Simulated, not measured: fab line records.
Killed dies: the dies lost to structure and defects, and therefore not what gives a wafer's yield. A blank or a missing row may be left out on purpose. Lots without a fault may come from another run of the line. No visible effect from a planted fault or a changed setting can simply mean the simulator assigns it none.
A sampling plan put to the test    flow gf180mcu    each of the 19 faults these records tell of, on one fab line, judged from the records of the lots it struck
What counts as the plan is the set of the line's own looks, namely the steps on the route at which a gauge or an inspection reads a wafer and does not change it. A look is open to judgement when struck wafers have a number at it and the file gives its usual mean and standard deviation on fault-free wafers. Caught: a look later than the fault's first step finds the struck wafers' mean 4 or more of those standard deviations (sigma) from the usual mean. On the tool: the fault's steps, tested the same way using the tool's own readings. Caught also covers a different recipe on the struck wafers, or a record left blank for those wafers only.

== THE FAULTS, as the simulator had put them in ==
1. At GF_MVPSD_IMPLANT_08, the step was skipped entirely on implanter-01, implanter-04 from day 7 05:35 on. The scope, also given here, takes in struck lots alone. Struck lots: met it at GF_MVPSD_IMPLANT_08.
2. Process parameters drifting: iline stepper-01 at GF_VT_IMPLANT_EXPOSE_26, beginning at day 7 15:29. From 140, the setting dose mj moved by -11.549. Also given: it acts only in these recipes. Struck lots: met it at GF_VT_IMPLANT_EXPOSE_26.
3. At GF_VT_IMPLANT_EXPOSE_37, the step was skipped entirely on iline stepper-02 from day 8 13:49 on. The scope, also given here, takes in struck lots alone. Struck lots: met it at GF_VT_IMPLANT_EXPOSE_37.
4. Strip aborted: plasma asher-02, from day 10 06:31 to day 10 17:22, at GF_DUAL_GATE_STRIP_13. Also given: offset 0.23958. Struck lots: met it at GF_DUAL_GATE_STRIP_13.
5. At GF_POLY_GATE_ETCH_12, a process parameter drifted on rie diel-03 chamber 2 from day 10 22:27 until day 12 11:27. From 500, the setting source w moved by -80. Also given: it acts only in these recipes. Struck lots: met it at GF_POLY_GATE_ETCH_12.
6. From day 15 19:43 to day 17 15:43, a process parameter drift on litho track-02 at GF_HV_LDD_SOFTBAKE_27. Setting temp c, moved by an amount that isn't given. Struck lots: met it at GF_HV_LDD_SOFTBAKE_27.
7. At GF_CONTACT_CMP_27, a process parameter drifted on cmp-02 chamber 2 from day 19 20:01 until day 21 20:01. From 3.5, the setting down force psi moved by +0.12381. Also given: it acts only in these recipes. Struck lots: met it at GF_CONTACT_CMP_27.
8. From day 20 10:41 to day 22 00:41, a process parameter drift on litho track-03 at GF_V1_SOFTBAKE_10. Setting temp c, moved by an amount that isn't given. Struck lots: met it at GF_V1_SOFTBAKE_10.
9. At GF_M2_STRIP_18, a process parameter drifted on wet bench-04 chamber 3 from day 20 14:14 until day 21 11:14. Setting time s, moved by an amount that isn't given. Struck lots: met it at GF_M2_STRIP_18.
10. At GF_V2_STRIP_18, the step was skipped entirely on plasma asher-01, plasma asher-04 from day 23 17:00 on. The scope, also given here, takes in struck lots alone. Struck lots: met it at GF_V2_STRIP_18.
11. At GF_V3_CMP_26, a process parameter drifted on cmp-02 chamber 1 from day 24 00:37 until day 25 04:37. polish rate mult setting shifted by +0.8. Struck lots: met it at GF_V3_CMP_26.
12. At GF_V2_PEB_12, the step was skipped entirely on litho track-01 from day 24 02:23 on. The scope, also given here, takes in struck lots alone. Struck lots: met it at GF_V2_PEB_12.
13. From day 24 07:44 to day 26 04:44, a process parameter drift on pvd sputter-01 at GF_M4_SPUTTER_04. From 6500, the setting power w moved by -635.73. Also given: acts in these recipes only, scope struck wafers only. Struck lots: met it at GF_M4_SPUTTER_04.
14. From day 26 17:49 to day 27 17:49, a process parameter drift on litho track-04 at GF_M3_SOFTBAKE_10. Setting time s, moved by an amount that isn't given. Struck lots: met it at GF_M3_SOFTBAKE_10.
15. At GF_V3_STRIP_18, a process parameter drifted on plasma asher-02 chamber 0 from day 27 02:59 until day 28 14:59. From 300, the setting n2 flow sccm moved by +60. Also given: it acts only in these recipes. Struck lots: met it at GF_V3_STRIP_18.
16. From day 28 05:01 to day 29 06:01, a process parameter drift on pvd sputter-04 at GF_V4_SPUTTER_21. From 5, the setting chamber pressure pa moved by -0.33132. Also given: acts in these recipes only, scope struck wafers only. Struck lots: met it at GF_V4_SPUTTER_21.
17. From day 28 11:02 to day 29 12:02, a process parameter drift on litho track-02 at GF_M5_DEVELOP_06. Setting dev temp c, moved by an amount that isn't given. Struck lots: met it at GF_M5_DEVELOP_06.
18. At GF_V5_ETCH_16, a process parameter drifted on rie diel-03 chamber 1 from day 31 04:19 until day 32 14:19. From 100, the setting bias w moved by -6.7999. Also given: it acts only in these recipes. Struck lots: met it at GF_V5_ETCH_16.
19. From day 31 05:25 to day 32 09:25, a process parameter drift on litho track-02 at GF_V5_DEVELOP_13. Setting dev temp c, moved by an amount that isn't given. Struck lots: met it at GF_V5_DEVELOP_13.

== WHAT THE PLAN SAW ==
fault  on the tool itself                                first look that catches it                       reading, sigma  median hours from its first step to that look  hours from the fault's start to the first struck lot there  judged looks passed uncaught
1      the tool's record is blank for the struck wafers  GF_MVPSD_TW_MEAS_11                              MVPSD_TW -52    0.4                                            1                                                           0
2      exposure dose mJ cm2 -77 sigma                    not the one look that can be judged after it     -               -                                              -                                                           1
3      no reading that can be judged                     no look after it can be judged                   -               -                                              -                                                           0
4      oes product au +35 sigma                          no look after it can be judged                   -               -                                              -                                                           0
5      rf fwd power W -37 sigma                          not the one look that can be judged after it     -               -                                              -                                                           1
6      heater power total W -28 sigma                    none of the 2 looks that can be judged after it  -               -                                              -                                                           2
7      head pressure psi +17 sigma                       not the one look that can be judged after it     -               -                                              -                                                           1
8      heater power total W +13 sigma                    not the one look that can be judged after it     -               -                                              -                                                           1
9      run length s -20 sigma                            not the one look that can be judged after it     -               -                                              -                                                           1
10     the tool's record is blank for the struck wafers  no look after it can be judged                   -               -                                              -                                                           0
11     time to endpoint s -10 sigma                      no look after it can be judged                   -               -                                              -                                                           0
12     the tool's record is blank for the struck wafers  no look after it can be judged                   -               -                                              -                                                           0
13     cathode dc power W -99 or beyond sigma            no look after it can be judged                   -               -                                              -                                                           0
14     run length s +12 sigma                            no look after it can be judged                   -               -                                              -                                                           0
15     n2 flow sccm +67 sigma                            no look after it can be judged                   -               -                                              -                                                           0
16     chamber pressure pa -29 sigma                     no look after it can be judged                   -               -                                              -                                                           0
17     developer temp C -7.0 sigma                       no look after it can be judged                   -               -                                              -                                                           0
18     bias w -20 sigma                                  no look after it can be judged                   -               -                                              -                                                           0
19     developer temp C +9.8 sigma                       not the one look that can be judged after it     -               -                                              -                                                           1
A dash: the fault is not caught, or the number is missing from these records.

Caught at a look: 1 of 19. Caught on the tool: 18 of 19. By one or the other: 18 of 19.
On the tool alone, faults 2, 4, 5, 6, 7, 8, 9, 10, 11, 12, 13, 14, 15, 16, 17, 18, 19 were caught.
Caught by neither: fault 3.

== THINNER SAMPLING ==
Were the look that catches a fault to measure just every second or every third lot (counted by lot number), the first struck lot would, at worst, be measured this late:
fault  struck lots at that look, in order of time  every lot  every second lot  every third lot
1      L709, L711, L712                            1 h        10 h              may miss all 3
Hours: fault start to first struck lot measured. The test against the limit of 4 sigma pooled every struck wafer, which means one lot taken alone may stay below that limit. Other struck lots may not be in these records.

== THE LONGEST TIMED WAY FROM STEP TO LOOK ==
Fault 1: the median time between GF_MVPSD_IMPLANT_08 and GF_MVPSD_TW_MEAS_11 is 0.4 hours. No look between them can be judged.
